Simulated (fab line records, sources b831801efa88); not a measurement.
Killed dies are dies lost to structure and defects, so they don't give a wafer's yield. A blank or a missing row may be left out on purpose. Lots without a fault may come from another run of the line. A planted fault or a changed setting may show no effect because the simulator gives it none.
Problem report in the 8D (eight disciplines) form, filled by code | flow sky130 | the parts of the form that need people (team, actions taken, sign-off) are left out

1. THE PROBLEM
spin_speed_rpm at SKY_PAD_OPEN_COAT_02 reads a mean of 2047.2 rpm on 6 wafers of 2 lots; wafers without a fault read 2000.0 rpm with a standard deviation of 1.3. That is +36 standard deviations from the usual mean.
The step: resist thk 3000 nm.
First seen on wafer L274.2, day 48 05:47, on litho_track-02. The record holds 33 wafers of 11 lots with a number at this step. Rule for "out", or "out of limits": more than 4 standard deviations from the usual mean. The other wafers with a number count as sound.

2. WHAT IT IS AND WHAT IT IS NOT
question                    | is                     | is not
which readings at this step | spin_speed_rpm         | -
which lots                  | L274, L275             | L265, L267, L272, L273, L280, L282, L283, L284, L285
which wafers of those lots  | all that have a number | -
read on which tools         | litho_track-02         | litho_track-01, litho_track-03
when                        | from day 48 05:47      | up to then (12 sound wafers); but 15 sound wafers of L280, L282, L283, L284, L285 came after

3. SUSPECTS, AND WHAT RULES EACH OUT
Counting: a tool at a process step up to the reading stays a suspect if it ran every lot that is out and no sound lot after the first of them.
- litho_track-02 at SKY_PAD_OPEN_COAT_02 (resist thk 3000 nm): kept. It ran every lot that is out, first L274 (day 48 05:47), and no sound lot after that; its last sound lot up to then is L272 (day 47 17:56). Its own readings are out on those wafers: spin_speed_rpm.
Left after counting: litho_track-02 at SKY_PAD_OPEN_COAT_02.

4. THE CAUSE (what the simulator had put in)
Process parameter drift: litho_track-02, from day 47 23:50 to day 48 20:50, at SKY_PAD_OPEN_COAT_02. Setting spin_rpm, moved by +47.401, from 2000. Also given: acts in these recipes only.
Counting left only this tool.

5. THE CHAIN OF EFFECTS, in route order
Each row: a reading whose mean over the struck wafers that have a number lies more than 3 standard deviations from the usual. Only readings for which the record gives a usual standard deviation are gone through. hours: the time from each lot's start at the first step in this table that gives one to its start at this step, as a median over the lots. sigmas: the change in usual standard deviations.
hours | step                  | reading                  | usual      | on struck wafers | change | sigmas
0     | SKY_PAD_OPEN_COAT_02  | spin_speed_rpm           | 2000.0 rpm | 2047.2           | +47.2  | +36
10    | SKY_PAD_OPEN_STRIP_08 | strip_time_to_endpoint_s | 37.09 s    | 36.68            | -0.41  | -3.4
The process steps in it:
- SKY_PAD_OPEN_COAT_02: resist thk 3000 nm.
- SKY_PAD_OPEN_STRIP_08: strips in O2/N2.

6. WHAT WOULD HAVE CAUGHT IT SOONER
In this record the first reading out of limits was taken at day 48 05:47, 6 hours after the fault began at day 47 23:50.
